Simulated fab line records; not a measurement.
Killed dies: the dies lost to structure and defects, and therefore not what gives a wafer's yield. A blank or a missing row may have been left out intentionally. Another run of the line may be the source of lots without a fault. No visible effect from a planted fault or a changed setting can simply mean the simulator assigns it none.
fab line records ; flow sfqLine
[record] lots = 5; wafers = 15; lastDay = 92
route steps=325 shown I0@47 M1@58 I1@73 M2@88 M8@325
lots with no fault: from the same line, run without faults
startH: the number of hours between the record's first day and the start of the first shown wafer of the lot ; waitH: hours from the lot's prior step to this one ; " as in the row above ; L1.1+2: a row that stands for several wafers ; - no value, or no start was given ; * or withheld: withheld ; < > ~ a bound
route shown NAME@n: a module of which the file shows steps, and the number in the route of the first ; usual: mean and standard deviation over wafers with no fault ; same: alike in all rows ; chamber/n: place in a boat ; sites: readings site by site ; _std_site: their standard deviation ; _edge_site: mean of outer sites minus mean of inner sites ; radiusMm: how far each site lies from the wafer's centre ; mask NAME#n: copy n ; behind: tool/chamber where the wafer was last shaped ; hold: the reason the lot was held/the length of the hold in hours/how it ended ; device: whichever transistor did not switch (one of n, p or np) ; end of line: at the end of the route, the tests of the same wafers ; for a step that has no rows: nothing shown but its recipe ; killed: at the first sort, the dies lost to defects and structure; wafer yield is something else ; map: per-die view of a wafer (x killed, . not killed, _ where there is no die)
set.NAME: the setting that was run; set.NAME@STEP: the one run at that earlier step ; model.NAME: the simulator's own value behind a step, which no gauge read
certain route steps with their lots: each step a table, each wafer a row
services: a tool's chamber out of use, with start hour (startH, from the record's first day; less than 0 if before it), hours out, and reason
[[steps]]
[step SFQ_TRILAYER_I0_VIA_LITHO_COAT_036]
[recipe] resist = BARC; spinRpm = 3000; resistThkNm = 62
[step SFQ_TRILAYER_I0_VIA_LITHO_COAT_031]
[recipe] resist = KrF; spinRpm = 3000; resistThkNm = 650
[step SFQ_TRILAYER_I0_VIA_LITHO_SOFTBAKE_035]
[recipe] tempC = withheld; timeS = withheld; resist = KrF
[step SFQ_TRILAYER_I0_VIA_LITHO_EXPOSE_032]
[recipe] maskId = I0; na = 0.6; sourceShape = conventional; sigmaOuter = 0.65; targetCdNm = 500; doseMj = 21.3
[step SFQ_TRILAYER_I0_VIA_LITHO_PEB_034]
[recipe] pebTempC = 115; pebTimeS = 60; resist = KrF
[step SFQ_TRILAYER_I0_VIA_LITHO_DEVELOP_033]
[recipe] timeS = 60; resist = KrF
[step SFQ_I0_OVL_MEAS_908]
[usual] I0_OVL = 0/5.1
lot.wafer;tool;chamber;startH;waitH;I0_OVL[nm]
L344.3;overlay-01;-;434.32;0.1;-3
L344.4;overlay-01;-;434.32;0.1;3
L344.5;overlay-01;-;434.32;0.1;-7
L351.2;overlay-02;-;480.28;0.1;2
L351.5;overlay-02;-;480.28;0.1;0
L351.6;overlay-02;-;480.28;0.1;-4
L360.1;overlay-01;-;491.07;0.1;5
L360.5;overlay-01;-;491.07;0.1;4
L360.6;overlay-01;-;491.07;0.1;4
L361.2;overlay-01;-;492.28;0.1;1
L361.5;overlay-01;-;492.28;0.1;-3
L361.6;overlay-01;-;492.28;0.1;3
L362.1;overlay-01;-;493.47;0.1;-2
L362.3;overlay-01;-;493.47;0.1;0
L362.4;overlay-01;-;493.47;0.1;-8
[step SFQ_TRILAYER_I0_VIA_BARC_OPEN_VIA_ETCH_046]
[recipe] maskMaterial = PR; chemistry = O2; targetDepthNm = 125; target = BARC; sourceW = 500; biasW = 80; pressureMtorr = 30; timeS = 41.7
[usual] drypumpMotorCurrentA = 5.5/0.47; oesProductAu = 0.685/0.0046
lot.wafer;tool;chamber;startH;waitH;drypumpMotorCurrentA;oesProductAu;rfHoursCounterH
L344.3;rieDiel-04;2;434.34;0.0;5.3;0.688;81
L344.4;rieDiel-04;1;434.34;0.0;5.4;0.687;10
L344.5;rieDiel-04;1;434.34;0.0;5.3;0.684;-
L351.2;rieDiel-02;2;480.31;0.0;5.0;0.686;24
L351.5;rieDiel-02;0;480.31;0.0;5.5;0.684;-
L351.6;rieDiel-02;1;480.31;0.0;5.0;0.684;-
L360.1;rieDiel-04;0;491.11;0.0;5.7;0.681;24
L360.5;rieDiel-04;2;491.11;0.0;5.3;0.680;-
L360.6;rieDiel-04;1;491.11;0.0;5.4;0.690;-
L361.2;rieDiel-02;2;492.31;0.0;5.0;0.685;25
L361.5;rieDiel-02;3;492.31;0.0;5.8;0.685;-
L361.6;rieDiel-02;2;492.31;0.0;5.0;0.682;-
L362.1;rieDiel-01;2;493.51;0.0;6.8;0.682;36
L362.3;rieDiel-01;0;493.51;0.0;5.6;0.673;3
L362.4;rieDiel-01;3;493.51;0.0;5.3;0.684;16
[step SFQ_TRILAYER_I0_VIA_ETCH_VIA_ETCH_034]
[recipe] target = SiO2; stopOn = Nb; maskMaterial = PR; taperDeg = 20; chemistry = CHF3; targetDepthNm = 260; sourceW = 500; biasW = 80; pressureMtorr = 30; timeS = withheld
[usual] drypumpMotorCurrentA = 5.5/0.47; oesProductAu = 0.853/0.0048
lot.wafer;tool;chamber;startH;waitH;drypumpMotorCurrentA;oesProductAu
L344.3;rieDiel-04;2;434.38;0.0;5.3;0.844
L344.4;rieDiel-04;1;434.38;0.0;5.3;0.853
L344.5;rieDiel-04;1;434.38;0.0;5.4;0.855
L351.2;rieDiel-02;2;480.35;0.0;5.0;0.853
L351.5;rieDiel-02;0;480.35;0.0;5.5;0.856
L351.6;rieDiel-02;1;480.35;0.0;5.0;0.854
L360.1;rieDiel-04;0;491.15;0.0;5.7;0.853
L360.5;rieDiel-04;2;491.15;0.0;5.3;0.842
L360.6;rieDiel-04;1;491.15;0.0;5.3;0.858
L361.2;rieDiel-02;2;492.35;0.0;5.0;0.840
L361.5;rieDiel-02;3;492.35;0.0;5.8;0.857
L361.6;rieDiel-02;2;492.35;0.0;5.0;0.857
L362.1;rieDiel-01;2;493.55;0.0;6.8;0.857
L362.3;rieDiel-01;0;493.55;0.0;5.6;0.854
L362.4;rieDiel-01;3;493.55;0.0;5.3;0.857
[step SFQ_TRILAYER_I0_VIA_STRIP_STRIP_035]
[recipe] gas = O2; powerW = 200; platenTempC = 40; overashFraction = 0.65; chemistry = O2; pressureMtorr = 50
[usual] drypumpMotorCurrentA = 6.0/0.4; oesProductAu = 1.002/0.0094; platenTempC = 40.00/0.11
lot.wafer;tool;chamber;startH;waitH;drypumpMotorCurrentA;oesProductAu;platenTempC;rfHoursCounterH
L344.3;rieMetal-02;1;434.69;-;5.9;1.003;40.05;-
L344.4;rieMetal-02;0;434.69;-;6.2;0.998;39.89;-
L344.5;rieMetal-02;0;434.69;-;6.3;0.990;40.00;-
L351.2;rieMetal-04;1;480.46;-;5.2;1.001;40.10;67
L351.5;rieMetal-04;1;480.46;-;5.1;1.006;39.95;-
L351.6;rieMetal-04;0;480.46;-;6.4;1.003;40.09;-
L360.1;rieMetal-01;0;491.26;-;5.9;1.004;40.03;29
L360.5;rieMetal-01;0;491.26;-;5.9;0.999;40.05;-
L360.6;rieMetal-01;1;491.26;-;6.1;0.985;40.17;-
L361.2;rieMetal-02;0;492.46;-;6.2;1.024;39.87;106
L361.5;rieMetal-02;0;492.46;-;6.2;1.008;40.00;-
L361.6;rieMetal-02;1;492.46;-;5.9;1.002;39.97;-
L362.1;rieMetal-01;1;493.66;-;6.1;0.987;39.96;153
L362.3;rieMetal-01;1;493.66;-;6.1;0.986;39.82;-
L362.4;rieMetal-01;0;493.66;-;6.0;1.002;39.82;-
[step SFQ_TRILAYER_I0_VIA_STRIP_SOLV_CLEAN_036]
[recipe] chemistry = NMP; tempC = 70; timeS = 600
[step SFQ_TRILAYER_M1_DEP_PRE_CLEAN_038]
[recipe] gas = Ar; timeS = 22.5; biasV = 250
[step SFQ_TRILAYER_M1_DEP_SPUTTER_037]
[recipe] material = Nb; basePressurePa = 1.33e-06; chamberPressurePa = 0.1333; substrateTempC = 20; resputterCathodeVoltageV = 400; targetThkNm = 200; powerW = 2000; timeS = 133.3
[usual] throttleValvePct = 29.8/0.7
lot.wafer;tool;chamber;startH;waitH;throttleValvePct;model.Nb_of_TRILAYER_M1_DEP_SPUTTER_037.thkNm
L344.3;pvdSputter-05;-;435.30;0.0;30.1;198.6
L344.4;pvdSputter-05;-;435.30;0.0;29.7;197.6
L344.5;pvdSputter-05;-;435.30;0.0;29.3;196.8
L351.2;pvdSputter-03;-;481.28;0.0;29.7;200.7
L351.5;pvdSputter-03;-;481.28;0.0;29.7;198.1
L351.6;pvdSputter-03;-;481.28;0.0;30.3;197.6
L360.1;pvdSputter-05;-;492.24;0.0;30.2;201
L360.5;pvdSputter-05;-;492.24;0.0;29.9;196.8
L360.6;pvdSputter-05;-;492.24;0.0;30.3;202.8
L361.2;pvdSputter-04;-;493.26;0.0;29.5;199.5
L361.5;pvdSputter-04;-;493.26;0.0;29.3;198.5
L361.6;pvdSputter-04;-;493.26;0.0;31.4;198.6
L362.1;pvdSputter-03;-;494.64;0.0;28.9;200.7
L362.3;pvdSputter-03;-;494.64;0.0;30.0;205.3
L362.4;pvdSputter-03;-;494.64;0.0;30.9;244.9
[step SFQ_M1_RS_MEAS_909]
[recipe] thkMeasGauge = four-point-probe; reads = Nb_of_TRILAYER_M1_DEP_SPUTTER_037
[usual] M1_NB_RS = 0.889/0.011
lot.wafer;tool;chamber;startH;waitH;M1_NB_RS[ohm/sq]
L344.3;filmMetro-01;-;435.43;0.1;0.897
L344.4;filmMetro-01;-;435.43;0.1;0.903
L344.5;filmMetro-01;-;435.43;0.1;0.904
L351.2;filmMetro-04;-;481.39;0.1;0.888
L351.5;filmMetro-04;-;481.39;0.1;0.899
L351.6;filmMetro-04;-;481.39;0.1;0.902
L360.1;filmMetro-04;-;492.33;0.0;0.885
L360.5;filmMetro-04;-;492.33;0.0;0.904
L360.6;filmMetro-04;-;492.33;0.0;0.878
L361.2;filmMetro-01;-;493.37;0.1;0.892
L361.5;filmMetro-01;-;493.37;0.1;0.897
L361.6;filmMetro-01;-;493.37;0.1;0.896
L362.1;filmMetro-03;-;494.73;0.0;0.887
L362.3;filmMetro-03;-;494.73;0.0;0.868
L362.4;filmMetro-03;-;494.73;0.0;0.727
[step SFQ_TRILAYER_M1_LITHO_COAT_044]
[recipe] resist = BARC; spinRpm = 3000; resistThkNm = 62
[step SFQ_TRILAYER_M1_LITHO_COAT_039]
[recipe] resist = KrF; spinRpm = 3000; resistThkNm = 600
[step SFQ_TRILAYER_M1_LITHO_SOFTBAKE_043]
[recipe] tempC = withheld; timeS = withheld; resist = KrF
[step SFQ_TRILAYER_M1_LITHO_EXPOSE_040]
[recipe] maskId = M1; na = 0.6; sourceShape = conventional; sigmaOuter = 0.65; targetCdNm = 500; doseMj = 14.4
[step SFQ_TRILAYER_M1_LITHO_PEB_042]
[recipe] pebTempC = 115; pebTimeS = 60; resist = KrF
[step SFQ_TRILAYER_M1_LITHO_DEVELOP_041]
[recipe] timeS = 60; resist = KrF
[step SFQ_M1_OVL_MEAS_911]
[usual] M1_OVL = 0/5
lot.wafer;tool;chamber;startH;waitH;M1_OVL[nm]
L344.3;overlay-01;-;577.86;0.1;-1
L344.4;overlay-01;-;577.86;0.1;-3
L344.5;overlay-01;-;577.86;0.1;0
L351.2;overlay-01;-;618.22;0.1;-3
L351.5;overlay-01;-;618.22;0.1;4
L351.6;overlay-01;-;618.22;0.1;-7
L360.1;overlay-01;-;635.14;0.1;2
L360.5;overlay-01;-;635.14;0.1;-2
L360.6;overlay-01;-;635.14;0.1;0
L361.2;overlay-01;-;637.54;0.1;2
L361.5;overlay-01;-;637.54;0.1;3
L361.6;overlay-01;-;637.54;0.1;4
L362.1;overlay-02;-;641.14;0.1;-3
L362.3;overlay-02;-;641.14;0.1;3
L362.4;overlay-02;-;641.14;0.1;3
[step SFQ_TRILAYER_M1_BARC_OPEN_METAL_ETCH_054]
[recipe] maskMaterial = PR; chemistry = O2; targetDepthNm = 125; target = BARC; icpW = 600; biasW = 80; pressureMtorr = 10; timeS = 41.7
[step SFQ_TRILAYER_M1_ETCH_METAL_ETCH_042]
[recipe] target = Nb; stopOn = SiO2; maskMaterial = PR; chemistry = Cl2/Ar; targetDepthNm = 240; icpW = 600; biasW = 80; pressureMtorr = 10; timeS = 120
[usual] drypumpMotorCurrentA = 6.1/0.49; oesProductAu = 0.895/0.0077
lot.wafer;tool;chamber;startH;waitH;drypumpMotorCurrentA;oesProductAu;rfHoursCounterH
L344.3;rieMetal-03;0;577.98;0.1;6.6;0.892;-
L344.4;rieMetal-03;1;577.98;0.1;5.8;0.885;-
L344.5;rieMetal-03;1;577.98;0.1;5.7;0.886;-
L351.2;rieMetal-04;1;618.31;0.0;5.2;0.894;87
L351.5;rieMetal-04;0;618.31;0.0;6.4;0.893;-
L351.6;rieMetal-04;1;618.31;0.0;5.2;0.887;-
L360.1;rieMetal-04;1;635.23;0.0;5.1;0.900;90
L360.5;rieMetal-04;0;635.23;0.0;6.4;0.891;-
L360.6;rieMetal-04;1;635.23;0.0;5.2;0.902;-
L361.2;rieMetal-02;1;637.63;0.0;5.9;0.890;73
L361.5;rieMetal-02;0;637.63;0.0;6.3;0.883;-
L361.6;rieMetal-02;1;637.63;0.0;5.9;0.896;-
L362.1;rieMetal-03;0;641.29;0.1;6.6;0.899;100
L362.3;rieMetal-03;0;641.29;0.1;6.6;0.907;-
L362.4;rieMetal-03;0;641.29;0.1;6.6;0.993;-
[step SFQ_TRILAYER_M1_STRIP_STRIP_043]
[recipe] gas = O2; powerW = 200; platenTempC = 40; overashFraction = 0.65; chemistry = O2; pressureMtorr = 50
[usual] drypumpMotorCurrentA = 6.1/0.49; oesProductAu = 1.000/0.008; platenTempC = 40.00/0.11
lot.wafer;tool;chamber;startH;waitH;drypumpMotorCurrentA;oesProductAu;platenTempC;rfHoursCounterH
L344.3;rieMetal-03;0;578.26;0.2;6.6;0.988;39.85;-
L344.4;rieMetal-03;1;578.26;0.2;5.8;1.009;39.97;-
L344.5;rieMetal-03;1;578.26;0.2;5.7;0.997;40.00;-
L351.2;rieMetal-04;1;618.43;0.1;5.1;0.992;40.20;88
L351.5;rieMetal-04;0;618.43;0.1;6.4;0.999;40.20;-
L351.6;rieMetal-04;1;618.43;0.1;5.2;0.988;40.22;-
L360.1;rieMetal-04;1;635.36;0.1;5.1;0.994;40.13;90
L360.5;rieMetal-04;0;635.36;0.1;6.4;1.000;40.02;-
L360.6;rieMetal-04;1;635.36;0.1;5.1;0.999;40.01;-
L361.2;rieMetal-02;1;637.76;0.1;5.9;1.003;39.98;73
L361.5;rieMetal-02;0;637.76;0.1;6.3;0.995;39.96;-
L361.6;rieMetal-02;1;637.76;0.1;5.9;1.006;40.13;-
L362.1;rieMetal-03;0;641.54;0.2;6.6;1.004;39.74;100
L362.3;rieMetal-03;0;641.54;0.2;6.6;1.003;40.11;-
L362.4;rieMetal-03;0;641.54;0.2;6.6;1.000;40.05;-
[step SFQ_TRILAYER_M1_STRIP_SOLV_CLEAN_044]
[recipe] chemistry = NMP; tempC = 70; timeS = 600
[step SFQ_TRILAYER_I1_DEP_PECVD_045]
[recipe] material = SiO2; tempC = 150; timeS = 111.11; pressureTorr = 2.4; rfW = 183.3; precursor = SiH4/N2O; targetThkNm = 500
[step SFQ_TRILAYER_I1_CMP_CMP_046]
[recipe] material = SiO2; downForcePsi = 3; platenRpm = 60; padVelocityMS = 0.94248
[step SFQ_I1_BOW_MEAS_912]
[recipe] mode = bow
[usual] I1_BOW = 2/7.4
lot.wafer;tool;chamber;startH;waitH;I1_BOW[um]
L344.3;filmMetro-04;-;587.11;1.5;-5
L344.4;filmMetro-04;-;587.11;1.5;-5
L344.5;filmMetro-04;-;587.11;1.5;5
L351.2;filmMetro-02;-;624.11;1.0;-1
L351.5;filmMetro-02;-;624.11;1.0;-6
L351.6;filmMetro-02;-;624.11;1.0;3
L360.1;filmMetro-01;-;642.65;2.0;-8
L360.5;filmMetro-01;-;642.65;2.0;8
L360.6;filmMetro-01;-;642.65;2.0;2
L361.2;filmMetro-02;-;645.11;2.5;18
L361.5;filmMetro-02;-;645.11;2.5;5
L361.6;filmMetro-02;-;645.11;2.5;-14
L362.1;filmMetro-01;-;648.09;1.5;-12
L362.3;filmMetro-01;-;648.09;1.5;-1
L362.4;filmMetro-01;-;648.09;1.5;5
[step SFQ_TRILAYER_I1_METRO_MEASURE_047]
[step SFQ_TRILAYER_I1_VIA_LITHO_COAT_054]
[recipe] resist = BARC; spinRpm = 3000; resistThkNm = 62
[step SFQ_TRILAYER_I1_VIA_LITHO_COAT_049]
[recipe] resist = KrF; spinRpm = 3000; resistThkNm = 650
[step SFQ_TRILAYER_I1_VIA_LITHO_SOFTBAKE_053]
[recipe] tempC = withheld; timeS = withheld; resist = KrF
[step SFQ_TRILAYER_I1_VIA_LITHO_EXPOSE_050]
[recipe] maskId = I1; na = 0.6; sourceShape = conventional; sigmaOuter = 0.65; targetCdNm = 500; doseMj = 21.3
[step SFQ_TRILAYER_I1_VIA_LITHO_PEB_052]
[recipe] pebTempC = 115; pebTimeS = 60; resist = KrF
[step SFQ_TRILAYER_I1_VIA_LITHO_DEVELOP_051]
[recipe] timeS = 60; resist = KrF
[step SFQ_I1_OVL_MEAS_913]
[usual] I1_OVL = -2/6.3
lot.wafer;tool;chamber;startH;waitH;I1_OVL[nm]
L344.3;overlay-02;-;738.72;0.1;-5
L344.4;overlay-02;-;738.72;0.1;-2
L344.5;overlay-02;-;738.72;0.1;-5
L351.2;overlay-02;-;784.79;0.1;-18
L351.5;overlay-02;-;784.79;0.1;-7
L351.6;overlay-02;-;784.79;0.1;-12
L360.1;overlay-01;-;800.39;0.1;4
L360.5;overlay-01;-;800.39;0.1;-5
L360.6;overlay-01;-;800.39;0.1;-4
L361.2;overlay-01;-;802.79;0.1;0
L361.5;overlay-01;-;802.79;0.1;1
L361.6;overlay-01;-;802.79;0.1;3
L362.1;overlay-01;-;805.19;0.1;-6
L362.3;overlay-01;-;805.19;0.1;-5
L362.4;overlay-01;-;805.19;0.1;-3
[step SFQ_TRILAYER_I1_VIA_BARC_OPEN_VIA_ETCH_071]
[recipe] maskMaterial = PR; chemistry = O2; targetDepthNm = 125; target = BARC; sourceW = 500; biasW = 80; pressureMtorr = 30; timeS = 41.7
[step SFQ_TRILAYER_I1_VIA_ETCH_VIA_ETCH_052]
[recipe] target = SiO2; stopOn = Nb; maskMaterial = PR; taperDeg = 20; chemistry = CHF3; targetDepthNm = 260; sourceW = 500; biasW = 80; pressureMtorr = 30; timeS = withheld
[step SFQ_TRILAYER_I1_VIA_STRIP_STRIP_053]
[recipe] gas = O2; powerW = 200; platenTempC = 40; overashFraction = 0.65; chemistry = O2; pressureMtorr = 50
[usual] drypumpMotorCurrentA = 6.0/0.48; oesProductAu = 1.001/0.0094; platenTempC = 40.00/0.1
lot.wafer;tool;chamber;startH;waitH;drypumpMotorCurrentA;oesProductAu;platenTempC;rfHoursCounterH
L344.3;rieMetal-03;1;739.10;-;5.7;1.001;40.08;-
L344.4;rieMetal-03;0;739.10;-;6.6;0.997;40.01;-
L344.5;rieMetal-03;1;739.10;-;5.7;0.996;39.96;-
L351.2;rieMetal-03;0;784.98;-;6.6;0.984;39.86;118
L351.5;rieMetal-03;1;784.98;-;5.7;0.988;40.10;-
L351.6;rieMetal-03;0;784.98;-;6.6;0.996;39.86;-
L360.1;rieMetal-04;1;800.58;-;5.2;1.013;39.97;111
L360.5;rieMetal-04;1;800.58;-;5.2;1.005;40.03;-
L360.6;rieMetal-04;0;800.58;-;6.4;1.005;39.94;-
L361.2;rieMetal-01;1;802.98;-;6.1;0.988;40.04;32
L361.5;rieMetal-01;1;802.98;-;6.1;0.998;40.19;-
L361.6;rieMetal-01;0;802.98;-;5.9;1.011;40.04;-
L362.1;rieMetal-01;0;805.45;-;6.0;1.017;40.01;69
L362.3;rieMetal-01;0;805.45;-;5.9;1.011;40.21;-
L362.4;rieMetal-01;1;805.45;-;6.1;0.988;39.98;-
[step SFQ_TRILAYER_I1_VIA_STRIP_SOLV_CLEAN_054]
[recipe] chemistry = NMP; tempC = 70; timeS = 600
[step SFQ_TRILAYER_M2_DEP_PRE_CLEAN_056]
[recipe] gas = Ar; timeS = 22.5; biasV = 250
[step SFQ_M8_BOW_MEAS_951]
[recipe] mode = bow
[usual] M8_BOW = 8/13
lot.wafer;tool;chamber;startH;waitH;M8_BOW[um];model.etest.m1.combLog10Ohm;model.etest.m1.ohmSq
L344.3;filmMetro-04;-;1915.74;0.0;-2;12;0.8957
L344.4;filmMetro-04;-;1915.74;0.0;-3;12;0.9001
L344.5;filmMetro-04;-;1915.74;0.0;7;12;0.9039
L351.2;filmMetro-03;-;1943.00;0.0;14;12;0.8863
L351.5;filmMetro-03;-;1943.00;0.0;7;12;0.8979
L351.6;filmMetro-03;-;1943.00;0.0;17;12;0.9004
L360.1;filmMetro-02;-;2205.34;0.0;-10;12;0.8849
L360.5;filmMetro-02;-;2205.34;0.0;6;12;0.9039
L360.6;filmMetro-02;-;2205.34;0.0;1;12;0.8771
L361.2;filmMetro-02;-;2208.96;0.0;13;12;0.8918
L361.5;filmMetro-02;-;2208.96;0.0;0;12;0.8962
L361.6;filmMetro-02;-;2208.96;0.0;-18;12;0.8959
L362.1;filmMetro-03;-;2212.09;0.0;-10;12;0.8863
L362.3;filmMetro-03;-;2212.09;0.0;0;12;0.8666
L362.4;filmMetro-03;-;2212.09;0.0;8;0;0.7263
[[services]]
tool;chamber;startH;hours;kind
rieDiel-01;2;445.98;4.7;repair
rieDiel-02;3;448.99;16.1;repair
rieDiel-01;-;465.95;0.7;repair
rieMetal-02;0;472.82;1.9;repair
rieDiel-01;-;473.36;15.6;pm
rieMetal-04;-;494.69;0.6;repair
rieDiel-04;3;501.87;4.0;repair
rieMetal-03;-;503.96;1.4;pm
rieMetal-01;-;505.24;0.9;repair
rieDiel-04;-;508.44;0.1;repair
rieMetal-02;1;523.75;10.2;repair
rieDiel-04;-;563.90;14.6;pm
rieMetal-02;0;567.94;16.1;repair
rieMetal-02;-;578.56;2.8;pm
rieDiel-04;3;608.99;12.6;repair
rieDiel-04;-;609.61;2.8;pm
rieMetal-03;1;620.79;26.3;repair
rieMetal-02;1;625.76;4.1;repair
rieMetal-04;0;638.15;20.5;repair
rieMetal-04;-;673.22;1.6;repair
rieMetal-01;1;721.31;7.4;repair
rieDiel-04;0;747.62;3.1;repair
rieDiel-04;3;787.09;19.4;repair
rieDiel-04;2;802.75;4.6;repair
[[key]]
[firstSign] step = SFQ_M1_RS_MEAS_909; reading = M1_NB_RS; direction = down; sigmas = 15; usual = 0.889; struck = 0.727
[effect] step = SFQ_TRILAYER_M1_ETCH_METAL_ETCH_042; reading = oesProductAu; direction = up; sigmas = 13; usual = 0.895; struck = 0.993
[modelEffect] step = SFQ_TRILAYER_M1_DEP_SPUTTER_037; value = Nb_of_TRILAYER_M1_DEP_SPUTTER_037.thkNm; without = 201.1; struck = 244.9
[modelEffect] step = SFQ_M8_BOW_MEAS_951; value = etest.m1.combLog10Ohm; without = 12; struck = 0
metAt SFQ_TRILAYER_M1_DEP_SPUTTER_037
struckWafers L362.4
onsetBetween 481.28 494.64
[fault] kind = processParameterDrift; tool = pvdSputter-03; chamber = -; onsetH = 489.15; steps = SFQ_TRILAYER_M1_DEP_SPUTTER_037; channel = timeS; offset = *; shape = step; endH = 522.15; actsIn = *; stated = *; scope = struckWafersOnly
